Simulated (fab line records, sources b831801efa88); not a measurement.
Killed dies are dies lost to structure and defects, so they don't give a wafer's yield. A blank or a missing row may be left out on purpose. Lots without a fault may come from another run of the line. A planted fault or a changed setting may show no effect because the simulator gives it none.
A struck lot beside a sound one | flow sky130 | 25 steps out of a route of 708
Sound: wafers L154.1, L154.2, L154.4. Struck: wafers L152.2, L152.4, L152.6. The cause comes at the end.
At each step with rows: each side's tool, then ch and its chambers, then its first start. Under that, the readings that differ: sound wafers | struck wafers | difference of the means | sigmas: that difference in standard deviations of wafers without a fault.
alike: readings whose means differ by less than 2 such deviations, and words and numbers that are the same on both sides. not compared: withheld readings, readings that some wafer has no value for, bounds like >300 that may hide the same value, and numbers for which the record gives no deviation and whose values overlap.
The two part at a step that has a row with sigmas, a row that says differs or no value, or rows on one side only. Numbers that don't overlap but have no deviation are shown without sigmas and don't part them. A reading that every wafer of one side lacks parts them only if that side has two wafers or more.

first, 6 steps without rows for these wafers: SKY_LDD_HVP_HMDS_01 (prime time 60 s); SKY_LDD_HVP_COAT_02 (resist thk 300 nm); SKY_LDD_HVP_SOFTBAKE_03 (time 60 s); SKY_LDD_HVP_EXPOSE_04 (exposes mask HVPTM, target cd 700 nm); SKY_LDD_HVP_PEB_05; SKY_LDD_HVP_DEVELOP_06 (develop time 61.2 s).
SKY_LDD_HVP_OVL_MEAS_07:
  sound on overlay-01, day 26 13:12; struck on overlay-01, day 26 13:49
  alike: LDD_HVP_OVL
then, 1 step without rows for these wafers: SKY_LDD_HVP_IMPLANT_08.
SKY_LDD_HVP_STRIP_09: strips in O2/N2.
  sound on plasma_asher-04 ch 0,1, day 26 13:23; struck on plasma_asher-04 ch 0, day 26 13:59
  alike: drypump_motor_current_A, oes_product_au, strip_time_to_endpoint_s
  not compared: rf_hours_counter_h
SKY_LDD_HVP_TW_MEAS_10:
  sound on film_metro-03, day 26 13:29; struck on film_metro-04, day 26 14:06
  alike: LDD_HVP_TW
then, 2 steps without rows for these wafers: SKY_LDD_LDN_DEHYDRATE_00 (time 60 s); SKY_LDD_LDN_HMDS_01 (prime time 60 s).
SKY_LDD_LDN_COAT_02: resist thk 1140 nm.
  sound on litho_track-02 ch 0, day 27 03:17; struck on litho_track-03 ch 0, day 27 04:08
  reading                                      | sound          | struck            | difference | sigmas
  model.NOVOLAK_of_LDD_LDN_COAT_02.thk_nm (nm) | 1140 1141 1141 | 618.7 620.4 619.6 | -521.1     |
then, 3 steps without rows for these wafers: SKY_LDD_LDN_SOFTBAKE_03 (time 60 s); SKY_LDD_LDN_EXPOSE_04 (exposes mask LDNTM, target cd 700 nm); SKY_LDD_LDN_PEB_05.
SKY_LDD_LDN_DEVELOP_06: develop time 60 s.
  sound on litho_track-03 ch 0, day 27 18:22; struck on litho_track-03 ch 0, day 27 18:59
  reading                                      | sound          | struck          | difference | sigmas
  model.NOVOLAK_of_LDD_LDN_COAT_02.thk_nm (nm) | 1140 1141 1141 | 618.3 620 619.2 | -521.5     |
SKY_LDD_LDN_OVL_MEAS_07:
  sound on overlay-01, day 27 18:31; struck on overlay-01, day 27 19:07
  alike: LDD_LDN_OVL
then, 4 steps without rows for these wafers: SKY_LDD_LDN_IMPLANT_08; SKY_LDD_LDN_IMPLANT_09; SKY_LDD_LDN_IMPLANT_10; SKY_LDD_LDN_IMPLANT_11.
SKY_LDD_LDN_STRIP_12: strips in O2/N2.
  sound on plasma_asher-02 ch 0,1, day 27 19:09; struck on plasma_asher-01 ch 0,1, day 27 19:45
  reading                      | sound             | struck            | difference | sigmas
  oes_product_au (a.u.)        | 0.718 0.717 0.722 | 0.576 0.573 0.578 | -0.143     | -37
  strip_time_to_endpoint_s (s) | 14.17 14.18 14.19 | 8.13 8.15 8.13    | -6.04      | -99 or more
  alike: drypump_motor_current_A
  not compared: rf_hours_counter_h
SKY_LDD_LDN_TW_MEAS_13:
  sound on film_metro-02, day 27 19:15; struck on film_metro-03, day 27 19:52
  alike: LDD_LDN_TW
-- the record jumps here: 21 days lie between the struck wafers' starts before and after (it left off in module LDD_LDN and takes up again in module PAD_OPEN, whose first step shown is number 708 of the route) --
SKY_PAD_OPEN_PROBE_99:
  sound on prober-02, day 49 05:07; struck on prober-01, day 49 06:40
  alike: killed_at_M0_to_M3, killed_at_M4_up, killed_at_contacts, killed_at_front_end, killed_at_other, killed_dies, killed_open, killed_short

WHERE THEY PART
Only at SKY_LDD_LDN_STRIP_12, within this record. Later steps at which nothing parts them and some readings are alike: SKY_LDD_LDN_TW_MEAS_13, SKY_PAD_OPEN_PROBE_99.

WHY: what the simulator had put in
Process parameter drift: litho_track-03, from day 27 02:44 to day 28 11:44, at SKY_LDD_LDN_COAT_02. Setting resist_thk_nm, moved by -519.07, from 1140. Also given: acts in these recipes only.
